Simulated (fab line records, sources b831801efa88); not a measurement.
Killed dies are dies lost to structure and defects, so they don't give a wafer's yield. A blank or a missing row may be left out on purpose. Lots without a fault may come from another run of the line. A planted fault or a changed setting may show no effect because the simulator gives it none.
Which tool did it? | flow sky130 | 14 lots, 42 wafers sampled, at 4 steps of a route of 708

WHAT THE GAUGES READ, wafer by wafer
SKY_VIA1_OVL_MEAS_13. Usual: VIA1_OVL -1 nm, standard deviation 5.
lot  | measured     | on         | VIA1_OVL (nm) | flag
L678 | day 33 21:19 | overlay-02 | -8 1 -4       |
L679 | day 34 13:07 | overlay-01 | -4 1 -7       |
L682 | day 35 03:16 | overlay-01 | 2 1 -8        |
L684 | day 36 02:41 | overlay-02 | 1 0 3         |
L686 | day 36 19:35 | overlay-01 | 5 -1 0        |
L695 | day 39 09:33 | overlay-02 | -8 -4 0       |
L696 | day 39 14:34 | overlay-02 | 8 4 -7        |
L697 | day 39 19:31 | overlay-02 | 2 -3 -5       |
L698 | day 40 06:20 | overlay-02 | -3 -2 1       |
L699 | day 40 14:06 | overlay-02 | -1 -4 -6      |
L700 | day 40 20:19 | overlay-02 | -11 -1 4      |
L701 | day 40 22:35 | overlay-02 | 13 0 5        |

WHICH TOOL RAN EACH LOT (tool, then ch and the chambers of the sampled wafers, then the start)
lot  | SKY_LI_CONTACT_SPUTTER_19    | SKY_METAL1_EXPOSE_12              | SKY_METAL1_ETCH_18
L678 | pvd_sputter-04, day 29 00:59 | krf_scanner-02 ch 0, day 32 03:35 | rie_metal-02 ch 0,1, day 32 16:24
L679 | pvd_sputter-01, day 29 17:25 | krf_scanner-02 ch 0, day 32 18:46 | rie_metal-04 ch 0,1, day 33 09:09
L682 | pvd_sputter-04, day 30 08:13 | krf_scanner-02 ch 0, day 33 09:17 | rie_metal-03 ch 0,1, day 33 22:26
L684 | pvd_sputter-01, day 31 10:13 | krf_scanner-02 ch 0, day 34 09:13 | rie_metal-02 ch 0,1, day 34 22:24
L686 | pvd_sputter-01, day 32 04:13 | krf_scanner-02 ch 0, day 35 02:32 | rie_metal-03 ch 0, day 35 16:05
L687 | pvd_sputter-04, day 32 08:50 | krf_scanner-02, day 35 07:57      | rie_metal-03 ch 0, day 35 21:28
L688 | pvd_sputter-01, day 32 12:04 | krf_scanner-02, day 35 10:53      | rie_metal-04 ch 0,1, day 36 00:14
L695 | pvd_sputter-04, day 34 21:19 | krf_scanner-01 ch 0, day 37 18:35 | rie_metal-04 ch 0, day 38 07:07
L696 | pvd_sputter-01, day 35 01:43 | krf_scanner-02 ch 0, day 37 23:31 | rie_metal-04 ch 0,1, day 38 11:53
L697 | pvd_sputter-01, day 35 07:19 | krf_scanner-02 ch 0, day 38 05:02 | rie_metal-03 ch 0,1, day 38 17:28
L698 | pvd_sputter-02, day 35 18:32 | krf_scanner-01 ch 0, day 38 16:07 | rie_metal-02 ch 0,1, day 39 04:24
L699 | pvd_sputter-01, day 36 01:17 | krf_scanner-02 ch 0, day 38 23:00 | rie_metal-02 ch 0,1, day 39 11:56
L700 | pvd_sputter-02, day 36 10:26 | krf_scanner-01 ch 0, day 39 06:44 | rie_metal-04 ch 0,1, day 39 19:07
L701 | pvd_sputter-04, day 36 12:46 | krf_scanner-02 ch 0, day 39 09:19 | rie_metal-04 ch 0,1, day 39 21:41
- SKY_LI_CONTACT_SPUTTER_19: material Ti, target thk 20 nm, time 106.37 s.
- SKY_METAL1_EXPOSE_12: exposes mask MM1, target cd 140 nm.
- SKY_METAL1_ETCH_18: etches BARC in N2/H2, stops on SiO2, time 45.9 s, target depth 60 nm.

WHAT THE TOOLS THEMSELVES READ (means of the sampled wafers that have a number; where no wafer has one, the mark that the record gives instead)
SKY_LI_CONTACT_SPUTTER_19. Usual: throttle_valve_pct 29.9 %, standard deviation 0.87.
lot  | tool           | throttle_valve_pct (%) | flag
L678 | pvd_sputter-04 | 29.4                   |
L679 | pvd_sputter-01 | 29.4                   |
L682 | pvd_sputter-04 | 29.5                   |
L684 | pvd_sputter-01 | 30.0                   |
L686 | pvd_sputter-01 | 30.9                   |
L687 | pvd_sputter-04 | 29.7                   |
L688 | pvd_sputter-01 | 30.3                   |
L695 | pvd_sputter-04 | 29.7                   |
L696 | pvd_sputter-01 | 30.1                   |
L697 | pvd_sputter-01 | 30.1                   |
L698 | pvd_sputter-02 | 30.5                   |
L699 | pvd_sputter-01 | 30.0                   |
L700 | pvd_sputter-02 | 29.9                   |
L701 | pvd_sputter-04 | 29.6                   |

SKY_METAL1_EXPOSE_12. Usual: exposure_dose_mJ_cm2 27.98, standard deviation 0.032; focus_offset_nm 0.0 nm, standard deviation 0.48.
lot  | tool           | exposure_dose_mJ_cm2 | focus_offset_nm (nm) | flag
L678 | krf_scanner-02 | 27.95                | 0.0                  |
L679 | krf_scanner-02 | 28.02                | 0.1                  |
L682 | krf_scanner-02 | 27.95                | -0.2                 |
L684 | krf_scanner-02 | 27.94                | -0.4                 |
L686 | krf_scanner-02 | 27.94                | -0.1                 |
L687 | krf_scanner-02 | -                    | -                    | OFF
L688 | krf_scanner-02 | -                    | -                    | OFF
L695 | krf_scanner-01 | 27.97                | 0.1                  |
L696 | krf_scanner-02 | 27.93                | 0.1                  |
L697 | krf_scanner-02 | 27.98                | 0.3                  |
L698 | krf_scanner-01 | 28.01                | 0.3                  |
L699 | krf_scanner-02 | 27.96                | 0.7                  |
L700 | krf_scanner-01 | 27.99                | -0.1                 |
L701 | krf_scanner-02 | 27.97                | 0.3                  |

SKY_METAL1_ETCH_18. Usual: drypump_motor_current_A 5.6 A, standard deviation 0.37; oes_product_au 0.855 a.u., standard deviation 0.0047; throttle_valve_pct 13.225 %, standard deviation 0.0082.
lot  | tool         | drypump_motor_current_A (A) | oes_product_au (a.u.) | throttle_valve_pct (%) | flag
L678 | rie_metal-02 | 5.2                         | 0.849                 | 13.232                 |
L679 | rie_metal-04 | 5.6                         | 0.851                 | 13.228                 |
L682 | rie_metal-03 | 5.5                         | 0.853                 | 13.225                 |
L684 | rie_metal-02 | 5.3                         | 0.856                 | 13.222                 |
L686 | rie_metal-03 | 5.7                         | 0.855                 | 13.226                 |
L687 | rie_metal-03 | 5.7                         | 0.853                 | 13.227                 |
L688 | rie_metal-04 | 5.6                         | 0.855                 | 13.229                 |
L695 | rie_metal-04 | 6.1                         | 0.853                 | 13.228                 |
L696 | rie_metal-04 | 5.6                         | 0.859                 | 13.219                 |
L697 | rie_metal-03 | 5.6                         | 0.859                 | 13.222                 |
L698 | rie_metal-02 | 5.2                         | 0.851                 | 13.226                 |
L699 | rie_metal-02 | 5.2                         | 0.847                 | 13.220                 |
L700 | rie_metal-04 | 5.6                         | 0.855                 | 13.222                 |
L701 | rie_metal-04 | 5.6                         | 0.852                 | 13.224                 |

THE ANSWER, worked out from the rows above alone
Rule: a lot is off if the mean of its wafers that have a number lies more than 3 standard deviations from the usual mean. A lot without any number at a reading at which 4 lots or more have one is off too. The other lots that the step has rows for count as sound. The gauges are gone through in route order, then the tools' own readings, and for those a lot's mean is taken as printed above. The first step at which some lot is off is used, and at that step the reading that is off furthest; a lot without a number counts as furthest.
Off: L687, L688, at SKY_METAL1_EXPOSE_12 (exposure_dose_mJ_cm2). Without a number there: L687, L688.
A tool fits if, at that step or a process step before it, it ran every lot that is off, and no sound lot after the first of them. None of those tried fits.

WHAT THE SIMULATOR HAD PUT IN
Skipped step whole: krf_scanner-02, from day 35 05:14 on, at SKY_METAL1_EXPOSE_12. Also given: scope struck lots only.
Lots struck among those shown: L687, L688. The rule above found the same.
